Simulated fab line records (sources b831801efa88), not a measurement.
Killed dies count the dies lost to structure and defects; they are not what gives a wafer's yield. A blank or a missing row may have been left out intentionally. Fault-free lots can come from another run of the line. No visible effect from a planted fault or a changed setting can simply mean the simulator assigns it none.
fab line records	flow sky130
record lots=13	wafers=39	last-day=49
route steps=708 shown VT_ADJUST_PCH@152 SONOS_ONO@173 LDD_N@249 LDD_P@266 PAD_OPEN@708
lots that met no fault: from a run of the same line without faults
start-h: the number of hours between the record's first day and the start of the first shown wafer of the lot	wait-h: time in hours since the lot's previous step	" repeats the value in the row above	L1.1+2: one row covering several wafers at once	- no value present, or no start provided	* or withheld: withheld	< > ~ a bound
route shown NAME@n: a module of which the file shows steps, and the number in the route of the first	usual: average and standard deviation across the fault-free wafers	same: alike in all rows	chamber/n: place in a boat	sites: the reading at each site	_std_site: the standard deviation of these	_edge_site: mean of outer sites minus mean of inner sites	radius-mm: how far each site lies from the wafer's centre	mask NAME#n: copy n	behind: the most recent tool/chamber to have shaped the wafer	hold: the reason the lot was held/the length of the hold in hours/how it ended	device: the n, p or np transistor that did not switch	end of line: the same wafers' tests at the end of the route	a step without rows: its recipe alone	killed: the dies lost at the first sort to structure and to defects; this is not the yield of the wafer	map: per-die view of a wafer (x killed, . not killed, _ where there is no die)
set.NAME: the run value of the setting; set.NAME@STEP: its run value at that earlier step	model.NAME: the simulator's own value behind a step, which no gauge read
steps of the route over a sample of lots; a table a step, a row a wafer
services: from which hour (start-h, from the record's first day; less than 0 if before it) a tool's chamber was out of use, for how many hours, and why
## steps
# step SKY_VT_ADJUST_PCH_STRIP_09
# recipe chemistry=O2/N2	power-w=1400	pressure-mtorr=1500	platen-temp-c=withheld	o2-flow-sccm=3000	n2-flow-sccm=300	overash-fraction=0.5
# usual drypump-motor-current-A=5.7/0.37	o2-flow-sccm=2998/9.9	oes-product-au=0.722/0.0046	strip-time-to-endpoint-s=36.88/0.094
lot.wafer	tool	chamber	start-h	wait-h	drypump-motor-current-A	o2-flow-sccm	oes-product-au	rf-hours-counter-h	strip-time-to-endpoint-s
L757.1	plasma-asher-02	1	222.37	0.1	5.9	3001	0.721	9	36.91
L757.2	"	0	"	"	5.3	3013	0.730	9	36.95
L757.4	"	0	"	"	5.3	3021	0.722	-	36.95
L758.3	plasma-asher-02	1	230.21	0.1	5.9	3001	0.720	-	36.78
L758.5	"	0	"	"	5.3	2999	0.720	-	36.77
L758.6	"	1	"	"	5.9	3000	0.723	-	36.87
L759.1	plasma-asher-02	1	236.63	0.1	5.9	3013	0.716	11	36.90
L759.2	"	0	"	"	5.3	3011	0.722	11	36.86
L759.5	"	1	"	"	5.9	2997	0.717	-	36.90
L760.2	plasma-asher-03	0	241.38	0.1	6.2	2993	0.722	58	36.78
L760.3	"	1	"	"	5.7	3001	0.721	-	36.95
L760.6	"	1	"	"	5.7	2983	0.718	-	36.84
L762.2	plasma-asher-04	1	259.73	0.1	5.0	3018	0.724	52	36.66
L762.3	"	1	"	"	5.0	3018	0.718	-	36.67
L762.4	"	0	"	"	5.9	2988	0.723	-	36.71
L761.3	plasma-asher-04	1	260.36	0.1	5.0	3010	0.722	-	36.97
L761.5	"	0	"	"	5.9	2992	0.720	-	36.96
L761.6	"	1	"	"	5.0	2998	0.724	-	36.94
L763.2	plasma-asher-03	0	267.38	0.1	6.1	2996	0.720	61	36.77
L763.4	"	1	"	"	5.7	2990	0.724	-	36.78
L763.6	"	0	"	"	6.2	2993	0.715	-	36.77
L764.3	plasma-asher-02	1	277.05	0.1	5.9	2983	0.714	-	36.77
L764.4	"	0	"	"	5.3	2984	0.722	-	36.95
L764.5	"	0	"	"	5.3	3008	0.717	-	36.92
L768.3	plasma-asher-03	1	308.11	0.1	5.8	3005	0.719	-	37.00
L768.4	"	0	"	"	6.2	3004	0.724	-	36.96
L768.5	"	1	"	"	5.7	2995	0.726	-	36.92
L767.2	plasma-asher-02	0	309.42	0.1	5.3	2983	0.721	19	36.92
L767.5	"	0	"	"	5.3	2991	0.722	-	36.80
L767.6	"	1	"	"	5.9	3016	0.719	-	36.83
L769.2	plasma-asher-03	1	327.18	0.1	5.7	3009	0.719	67	36.87
L769.4	"	0	"	"	6.2	3005	0.716	-	36.83
L769.6	"	1	"	"	5.8	2992	0.722	-	36.87
L770.1	plasma-asher-03	0	345.77	0.1	6.2	2987	0.722	69	36.77
L770.2	"	1	"	"	5.7	3000	0.715	69	36.82
L770.3	"	1	"	"	5.7	3017	0.730	-	36.82
L771.3	plasma-asher-04	0	356.20	0.1	5.9	2989	0.722	-	37.03
L771.5	"	1	"	"	5.0	3012	0.729	-	36.84
L771.6	"	0	"	"	5.9	2998	0.715	-	36.97
# step SKY_SONOS_ONO_THK_MEAS_05
# recipe reads=SiO2_of_SONOS_ONO_CVD_04
# usual SONOS_ONO_CVD_04_THK=5.70/0.1
lot.wafer	tool	chamber	start-h	wait-h	SONOS_ONO_CVD_04_THK[nm]
L757.1	film-metro-02	-	249.25	0.0	5.68
L757.2	"	-	"	"	5.64
L757.4	"	-	"	"	5.54
L758.3	film-metro-02	-	257.50	0.0	5.57
L758.5	"	-	"	"	5.62
L758.6	"	-	"	"	5.80
L759.1	film-metro-03	-	267.01	0.0	5.62
L759.2	"	-	"	"	5.61
L759.5	"	-	"	"	5.46
L760.2	film-metro-01	-	272.06	0.0	5.80
L760.3	"	-	"	"	5.79
L760.6	"	-	"	"	5.91
L762.2	film-metro-03	-	290.32	0.0	5.71
L762.3	"	-	"	"	5.69
L762.4	"	-	"	"	5.53
L761.3	film-metro-01	-	290.33	0.0	5.65
L761.5	"	-	"	"	5.57
L761.6	"	-	"	"	5.74
L763.2	film-metro-03	-	299.22	0.0	5.68
L763.4	"	-	"	"	5.61
L763.6	"	-	"	"	5.54
L764.3	film-metro-01	-	307.76	0.0	5.72
L764.4	"	-	"	"	5.66
L764.5	"	-	"	"	5.72
L767.2	film-metro-03	-	342.29	0.0	5.65
L767.5	"	-	"	"	5.68
L767.6	"	-	"	"	5.69
L768.3	film-metro-01	-	342.30	0.0	5.64
L768.4	"	-	"	"	5.76
L768.5	"	-	"	"	5.56
L769.2	film-metro-02	-	362.51	0.0	5.87
L769.4	"	-	"	"	5.77
L769.6	"	-	"	"	5.89
L770.1	film-metro-01	-	380.78	0.0	5.67
L770.2	"	-	"	"	5.51
L770.3	"	-	"	"	5.56
L771.3	film-metro-01	-	394.67	0.0	5.83
L771.5	"	-	"	"	5.91
L771.6	"	-	"	"	5.85
# step SKY_LDD_N_IMPLANT_12
# recipe species=BF2	energy-kev=50	dose-cm2=5e+12	tilt-deg=30	rotation-deg=0
# usual beam-on-s=9.99/0.2	implant-ion-amu=49/0
lot.wafer	tool	chamber	start-h	wait-h	beam-on-s	implant-ion-amu
L757.1	implanter-04	0	387.63	0.1	9.75	49
L757.2	"	0	"	"	9.84	49
L757.4	"	0	"	"	9.61	49
L758.3	implanter-04	0	404.53	0.1	9.67	49
L758.5	"	0	"	"	9.88	49
L758.6	"	0	"	"	10.09	49
L759.1	implanter-04	0	415.48	0.1	10.27	49
L759.2	"	0	"	"	9.55	49
L759.5	"	0	"	"	9.87	49
L760.2	implanter-04	0	420.58	0.1	10.13	49
L760.3	"	0	"	"	9.87	49
L760.6	"	0	"	"	10.24	49
L761.3	implanter-04	0	436.53	0.1	9.98	49
L761.5	"	0	"	"	10.06	49
L761.6	"	0	"	"	9.97	49
L762.2	implanter-02	0	441.05	0.1	9.87	49
L762.3	"	0	"	"	9.78	49
L762.4	"	0	"	"	10.02	49
L763.2	implanter-03	0	453.15	0.1	9.65	49
L763.4	"	0	"	"	9.91	49
L763.6	"	0	"	"	10.07	49
L764.3	implanter-02	0	462.58	0.1	10.01	49
L764.4	"	0	"	"	9.91	49
L764.5	"	0	"	"	10.30	49
L767.2	implanter-04	0	501.23	0.1	10.12	49
L767.5	"	0	"	"	9.86	49
L767.6	"	0	"	"	10.11	49
L768.3	implanter-02	0	502.13	0.1	10.15	11
L768.4	"	0	"	"	9.88	11
L768.5	"	0	"	"	9.98	11
L769.2	implanter-02	0	523.55	0.1	9.89	11
L769.4	"	0	"	"	9.88	11
L769.6	"	0	"	"	9.98	11
L770.1	implanter-04	0	540.98	0.1	9.73	11
L770.2	"	0	"	"	9.73	11
L770.3	"	0	"	"	9.84	11
L771.3	implanter-02	0	553.47	0.1	9.95	11
L771.5	"	0	"	"	10.45	11
L771.6	"	0	"	"	9.99	11
# step SKY_LDD_P_TW_MEAS_11
# usual LDD_P_TW=633/7.6
lot.wafer	tool	chamber	start-h	wait-h	LDD_P_TW
L757.1	film-metro-04	-	417.43	0.1	623
L757.2	"	-	"	"	623
L757.4	"	-	"	"	630
L758.3	film-metro-03	-	435.62	0.1	643
L758.5	"	-	"	"	644
L758.6	"	-	"	"	643
L759.1	film-metro-03	-	447.45	0.1	644
L759.2	"	-	"	"	646
L759.5	"	-	"	"	642
L760.2	film-metro-04	-	451.41	0.1	621
L760.3	"	-	"	"	623
L760.6	"	-	"	"	626
L761.3	film-metro-04	-	467.52	0.1	625
L761.5	"	-	"	"	628
L761.6	"	-	"	"	628
L762.2	film-metro-04	-	472.11	0.1	625
L762.3	"	-	"	"	631
L762.4	"	-	"	"	624
L763.2	film-metro-04	-	483.90	0.1	627
L763.4	"	-	"	"	626
L763.6	"	-	"	"	624
L764.3	film-metro-02	-	493.40	0.1	641
L764.4	"	-	"	"	639
L764.5	"	-	"	"	640
L767.2	film-metro-02	-	532.70	0.1	638
L767.5	"	-	"	"	638
L767.6	"	-	"	"	641
L768.3	film-metro-04	-	533.01	0.1	627
L768.4	"	-	"	"	631
L768.5	"	-	"	"	625
L769.2	film-metro-04	-	553.72	0.1	629
L769.4	"	-	"	"	629
L769.6	"	-	"	"	625
L770.1	film-metro-03	-	571.68	0.1	644
L770.2	"	-	"	"	646
L770.3	"	-	"	"	650
L771.3	film-metro-02	-	584.01	0.1	638
L771.5	"	-	"	"	641
L771.6	"	-	"	"	635
# step SKY_PAD_OPEN_PROBE_99
# usual killed_at_M0_to_M3=44/7.6	killed_at_M4_up=3.2/1.7	killed-at-contacts=24/5.7	killed-at-front-end=16/3.9	killed-at-other=0.2/0.45	killed-dies=87/9.5	killed-open=47/6.9	killed-short=40/5.8
# same gross-dies=492	killed-at-back-side=0
lot.wafer	tool	chamber	start-h	wait-h	killed_at_M0_to_M3	killed_at_M4_up	killed-at-contacts	killed-at-front-end	killed-at-other	killed-dies	killed-open	killed-short
L758.3	prober-02	-	1073.66	0.2	41	5	30	13	0	89	45	44
L758.5	prober-02	-	1073.76	0.2	37	5	27	13	0	82	45	37
L758.6	prober-02	-	1073.81	0.2	38	1	16	26	0	81	45	36
L759.1	prober-01	-	1082.16	0.1	40	2	29	24	0	95	54	41
L759.2	prober-01	-	1082.21	0.1	35	1	20	19	0	75	38	37
L759.5	prober-01	-	1082.36	0.2	31	3	26	16	0	76	45	31
L760.2	prober-02	-	1085.36	0.1	55	3	26	7	1	92	56	36
L760.3	prober-02	-	1085.41	0.2	45	6	31	15	1	98	56	42
L760.6	prober-02	-	1085.56	0.2	51	6	39	22	0	118	59	59
L763.2	prober-01	-	1107.07	0.1	35	2	18	15	1	71	41	30
L763.4	prober-01	-	1107.17	0.2	46	5	32	6	2	91	52	39
L763.6	prober-01	-	1107.27	0.2	58	3	24	11	0	96	53	43
L767.2	prober-01	-	1132.19	0.1	52	3	19	21	0	95	53	42
L767.5	prober-01	-	1132.34	0.2	43	3	20	16	1	83	45	38
L767.6	prober-01	-	1132.39	0.2	42	6	27	9	0	84	49	35
L768.3	prober-02	-	1137.28	0.2	50	2	21	11	1	85	43	42
L768.4	prober-02	-	1137.33	0.2	59	5	25	20	0	109	68	41
L768.5	prober-02	-	1137.38	0.2	39	4	21	12	0	76	36	40
L770.1	prober-02	-	1163.17	0.1	47	4	21	13	0	85	43	42
L770.2	prober-02	-	1163.22	0.1	43	5	17	19	1	85	46	39
L770.3	prober-02	-	1163.27	0.2	40	1	34	20	0	95	45	50
L771.3	prober-01	-	1174.26	0.2	50	3	22	8	0	83	43	40
L771.5	prober-01	-	1174.36	0.2	38	5	26	15	0	84	42	42
L771.6	prober-01	-	1174.41	0.2	58	2	27	17	0	104	66	38
# killed by level:class
L758.3 CONTACT:geometric-particle:open=10 VIA1:geometric-particle:open=10 LI_CONTACT:geometric-particle:open=8 CONTACT:geometric-particle:short=7 METAL1:geometric-particle:short=6 SPACER:geometric-particle:open=5 VIA1:geometric-particle:short=5 METAL4:geometric-particle:short=5
L758.5 LI_CONTACT:geometric-particle:open=9 CONTACT:geometric-particle:open=8 VIA1:geometric-particle:open=8 FIELD_ISO:geometric-particle:short=5 VIA2:geometric-particle:open=5 LOCAL_INTERCONNECT:geometric-particle:short=4 CONTACT:geometric-particle:short=4 METAL1:geometric-particle:short=4
L758.6 FIELD_ISO:geometric-particle:open=7 CONTACT:geometric-particle:open=6 VIA2:geometric-particle:open=6 VIA1:geometric-particle:open=5 POLY_GATE:geometric-particle:open=5 CONTACT:geometric-particle:short=5 METAL2:geometric-particle:short=5 VIA3:geometric-particle:short=5
L759.1 CONTACT:geometric-particle:open=12 METAL1:geometric-particle:short=8 LI_CONTACT:geometric-particle:open=8 VIA1:geometric-particle:open=8 VIA1:geometric-particle:short=7 FIELD_ISO:geometric-particle:open=6 VIA2:geometric-particle:open=6 FIELD_ISO:geometric-particle:short=5
L759.2 CONTACT:geometric-particle:open=7 METAL1:geometric-particle:short=7 FIELD_ISO:geometric-particle:open=5 POLY_GATE:geometric-particle:short=5 CONTACT:geometric-particle:short=5 METAL3:geometric-particle:short=5 VIA3:geometric-particle:open=5 POLY_GATE:geometric-particle:open=4
L759.5 CONTACT:geometric-particle:open=13 FIELD_ISO:geometric-particle:open=6 VIA1:geometric-particle:open=6 LOCAL_INTERCONNECT:geometric-particle:short=5 VIA1:geometric-particle:short=5 VIA2:geometric-particle:open=5 POLY_GATE:geometric-particle:open=4 LI_CONTACT:geometric-particle:open=4
L760.2 VIA1:geometric-particle:open=14 LI_CONTACT:geometric-particle:open=13 CONTACT:geometric-particle:open=10 VIA1:geometric-particle:short=9 VIA3:geometric-particle:open=7 VIA2:geometric-particle:short=5 VIA2:geometric-particle:open=5 VIA3:geometric-particle:short=5
L760.3 CONTACT:geometric-particle:open=14 VIA1:geometric-particle:open=11 LI_CONTACT:geometric-particle:open=10 METAL1:geometric-particle:short=8 VIA3:geometric-particle:open=6 VIA3:geometric-particle:short=4 CONTACT:geometric-particle:short=4 VIA1:geometric-particle:short=4
L760.6 LI_CONTACT:geometric-particle:open=11 VIA1:geometric-particle:open=11 CONTACT:geometric-particle:open=10 POLY_GATE:geometric-particle:short=8 CONTACT:geometric-particle:short=8 LOCAL_INTERCONNECT:geometric-particle:short=7 VIA1:geometric-particle:short=7 VIA3:geometric-particle:open=7
L763.2 VIA1:geometric-particle:open=14 CONTACT:geometric-particle:open=6 VIA2:geometric-particle:open=6 FIELD_ISO:geometric-particle:open=4 LI_CONTACT:geometric-particle:open=4 LOCAL_INTERCONNECT:geometric-particle:short=4 SPACER:geometric-particle:short=3 CONTACT:geometric-particle:short=3
L763.4 CONTACT:geometric-particle:open=12 VIA2:geometric-particle:open=10 VIA1:geometric-particle:open=8 LI_CONTACT:geometric-particle:open=7 CONTACT:geometric-particle:short=6 VIA1:geometric-particle:short=6 VIA3:geometric-particle:open=5 LOCAL_INTERCONNECT:geometric-particle:short=4
L763.6 VIA2:geometric-particle:open=12 VIA1:geometric-particle:open=9 CONTACT:geometric-particle:open=8 VIA3:geometric-particle:open=7 LI_CONTACT:geometric-particle:open=6 METAL2:geometric-particle:short=6 VIA1:geometric-particle:short=5 METAL1:geometric-particle:short=4
L767.2 VIA1:geometric-particle:open=10 VIA2:geometric-particle:open=8 CONTACT:geometric-particle:open=7 VIA3:geometric-particle:open=7 FIELD_ISO:geometric-particle:open=6 METAL1:geometric-particle:short=6 LI_CONTACT:geometric-particle:open=5 VIA2:geometric-particle:short=5
L767.5 VIA1:geometric-particle:open=8 VIA2:geometric-particle:open=8 VIA1:geometric-particle:short=7 LI_CONTACT:geometric-particle:open=6 CONTACT:geometric-particle:open=6 FIELD_ISO:geometric-particle:open=5 VIA2:geometric-particle:short=5 CONTACT:geometric-particle:short=4
L767.6 VIA2:geometric-particle:open=12 CONTACT:geometric-particle:open=12 LI_CONTACT:geometric-particle:open=6 METAL3:geometric-particle:short=6 POLY_GATE:geometric-particle:open=4 CONTACT:geometric-particle:short=4 VIA3:geometric-particle:short=4 VIA3:geometric-particle:open=4
L768.3 CONTACT:geometric-particle:open=11 VIA1:geometric-particle:open=11 METAL1:geometric-particle:short=8 VIA1:geometric-particle:short=7 POLY_GATE:geometric-particle:short=5 METAL3:geometric-particle:short=5 LI_CONTACT:geometric-particle:short=4 VIA2:geometric-particle:open=4
L768.4 VIA1:geometric-particle:open=15 VIA3:geometric-particle:open=12 VIA2:geometric-particle:open=9 CONTACT:geometric-particle:open=9 FIELD_ISO:geometric-particle:short=6 VIA3:geometric-particle:short=6 VIA2:geometric-particle:short=5 POLY_GATE:geometric-particle:short=5
L768.5 VIA1:geometric-particle:open=9 CONTACT:geometric-particle:open=7 VIA1:geometric-particle:short=6 METAL1:geometric-particle:short=5 FIELD_ISO:geometric-particle:short=4 VIA3:geometric-particle:open=4 LI_CONTACT:geometric-particle:open=4 LOCAL_INTERCONNECT:geometric-particle:short=4
L770.1 VIA1:geometric-particle:open=11 LI_CONTACT:geometric-particle:open=6 VIA1:geometric-particle:short=6 METAL3:geometric-particle:short=6 CONTACT:geometric-particle:open=5 METAL2:geometric-particle:short=5 VIA3:geometric-particle:open=5 FIELD_ISO:geometric-particle:open=4
L770.2 VIA1:geometric-particle:open=12 CONTACT:geometric-particle:open=9 METAL1:geometric-particle:short=7 VIA2:geometric-particle:open=7 VIA1:geometric-particle:short=5 LI_CONTACT:geometric-particle:open=4 METAL2:geometric-particle:short=4 VIA3:geometric-particle:short=4
L770.3 VIA1:geometric-particle:open=9 CONTACT:geometric-particle:open=8 LI_CONTACT:geometric-particle:short=7 LOCAL_INTERCONNECT:geometric-particle:short=7 LI_CONTACT:geometric-particle:open=6 METAL1:geometric-particle:short=6 VIA3:geometric-particle:short=6 VIA3:geometric-particle:open=6
L771.3 VIA1:geometric-particle:open=11 METAL2:geometric-particle:short=10 CONTACT:geometric-particle:open=8 VIA3:geometric-particle:open=6 VIA2:geometric-particle:open=6 METAL1:geometric-particle:short=6 VIA1:geometric-particle:short=5 LI_CONTACT:geometric-particle:short=4
L771.5 VIA1:geometric-particle:open=9 FIELD_ISO:geometric-particle:short=6 CONTACT:geometric-particle:open=6 LOCAL_INTERCONNECT:geometric-particle:short=6 FIELD_ISO:geometric-particle:open=5 LI_CONTACT:geometric-particle:open=5 CONTACT:geometric-particle:short=5 VIA2:geometric-particle:open=5
L771.6 VIA3:geometric-particle:open=14 VIA1:geometric-particle:open=14 CONTACT:geometric-particle:open=9 FIELD_ISO:geometric-particle:open=6 VIA2:geometric-particle:open=6 LI_CONTACT:geometric-particle:open=5 LOCAL_INTERCONNECT:geometric-particle:short=5 VIA2:geometric-particle:short=5
## services
tool	chamber	start-h	hours	kind
plasma-asher-04	-	211.79	39.8	pm
implanter-02	-	224.40	0.9	repair
implanter-03	-	230.36	0.6	repair
implanter-02	-	230.48	0.9	repair
implanter-04	-	265.54	3.9	repair
plasma-asher-04	-	271.82	4.3	repair
implanter-02	-	299.19	16.5	repair
plasma-asher-03	-	311.88	2.7	repair
implanter-02	-	315.68	4.1	pm
implanter-04	-	316.11	2.0	repair
plasma-asher-02	-	324.62	2.8	pm
plasma-asher-04	-	326.28	12.6	repair
implanter-03	-	337.52	96.0	pm
implanter-04	-	341.59	4.4	pm
plasma-asher-03	-	396.56	2.8	pm
plasma-asher-04	-	421.26	9.0	pm
implanter-02	-	430.47	1.8	repair
implanter-03	-	433.51	2.9	pm
implanter-03	-	437.36	3.7	repair
implanter-04	-	472.39	4.4	repair
plasma-asher-03	-	519.62	1.0	repair
plasma-asher-02	-	533.13	1.2	repair
implanter-02	-	539.62	1.8	repair
plasma-asher-03	-	547.39	15.6	pm
## key
first-sign step=SKY_LDD_N_IMPLANT_12	reading=implant-ion-amu	direction=down	sigmas=99+	usual=49	struck=11
effect none on later readings
met-at SKY_LDD_N_IMPLANT_12
struck-lots L768,L769,L770,L771
tester-left-out L768,L769,L770,L771
not-acting-at SKY_VT_ADJUST_PCH_STRIP_09,SKY_SONOS_ONO_THK_MEAS_05,SKY_LDD_P_TW_MEAS_11
onset-between 501.23 502.13
fault kind=wrong-recipe-download	tool=implanter-02,implanter-03,implanter-04	chamber=-	onset-h=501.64	steps=SKY_LDD_N_IMPLANT_12	wrong-recipe.not-listed=1
# tester-left-out: of these lots the tester's yield and bins aren't shown, on N5 and GAA mostly nor the transistor test; their killed dies are dies lost to structure and defects alone, not to doping, threshold or leakage, so they don't give the yield
